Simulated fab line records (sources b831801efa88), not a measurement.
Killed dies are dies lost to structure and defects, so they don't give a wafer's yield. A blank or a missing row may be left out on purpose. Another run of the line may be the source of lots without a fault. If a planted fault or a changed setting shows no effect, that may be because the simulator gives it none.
The tool behind it: which one?    flow sky130    Sampling: 10 lots, 30 wafers, 2 of 708 route steps

== WHAT THE GAUGES SHOWED, per wafer ==
SKY_GATE_OXIDE_THK_MEAS_02. Usual: GATE_OXIDE_OXIDATION_00_THK 10.25 nm, standard deviation 0.18.
lot   measured      on             GATE_OXIDE_OXIDATION_00_THK (nm)  flag
L150  day 13 21:07  film-metro-02  10.11 10.11 10.21                 
L153  day 15 03:47  film-metro-02  10.38 10.26 10.29                 
L152  day 15 03:48  film-metro-01  10.18 10.24 10.14                 
L160  day 16 12:19  film-metro-02  10.10 10.12 10.11                 
L161  day 16 19:26  film-metro-01  9.82 10.22 10.06                  
L163  day 17 10:59  film-metro-01  10.12 10.25 10.24                 
L166  day 18 15:44  film-metro-01  10.20 10.32 9.98                  
L167  day 18 22:34  film-metro-02  10.11 10.45 10.28                 
L168  day 19 12:53  film-metro-02  10.28 10.31 10.28                 
L170  day 20 01:02  film-metro-02  10.02 10.02 9.95                  

SKY_POLY_CUT_OVL_MEAS_09. Usual: POLY_CUT_OVL 4 nm, standard deviation 5.
lot   measured      on          POLY_CUT_OVL (nm)  flag
L150  day 25 23:04  overlay-02  5 8 10             
L153  day 26 12:05  overlay-02  7 -2 1             
L152  day 26 11:44  overlay-01  2 7 2              
L160  day 28 11:38  overlay-01  11 9 14            
L161  day 28 18:11  overlay-02  17 12 15           
L163  day 28 23:07  overlay-01  8 7 15             
L166  day 30 00:14  overlay-01  6 2 3              
L167  day 30 20:44  overlay-01  2 2 5              
L168  day 31 08:50  overlay-02  7 9 14             
L170  day 31 09:06  overlay-02  3 5 3              

== WHAT TOOL EACH LOT RAN ON (gives the tool, then ch and the chambers of the sampled wafers, and finally the start) ==
No process step before these readings appears in the record.

== WHAT THE TOOLS THEMSELVES READ (means of the sampled wafers that have a number; where no wafer has one, the mark that the record gives instead) ==
The record holds no such reading with a usual standard deviation.

== THE ANSWER, worked out from the rows above alone ==
Rule: take the mean of a lot's wafers that have a number; if it is more than 3 standard deviations from the usual mean, the lot is off. Also off: a lot with no number at a reading for which 4 or more lots have one. Where the step has rows for the other lots, those lots are counted as sound. First the gauges in route order, then the tools' own readings, where a lot's mean is used as printed above. The first step at which some lot is off is used, and at that step the reading that is off furthest; a lot without a number counts as furthest.
Nothing can be told from this: no lot is off at any reading shown.

== WHAT THE SIMULATOR HAD INSERTED ==
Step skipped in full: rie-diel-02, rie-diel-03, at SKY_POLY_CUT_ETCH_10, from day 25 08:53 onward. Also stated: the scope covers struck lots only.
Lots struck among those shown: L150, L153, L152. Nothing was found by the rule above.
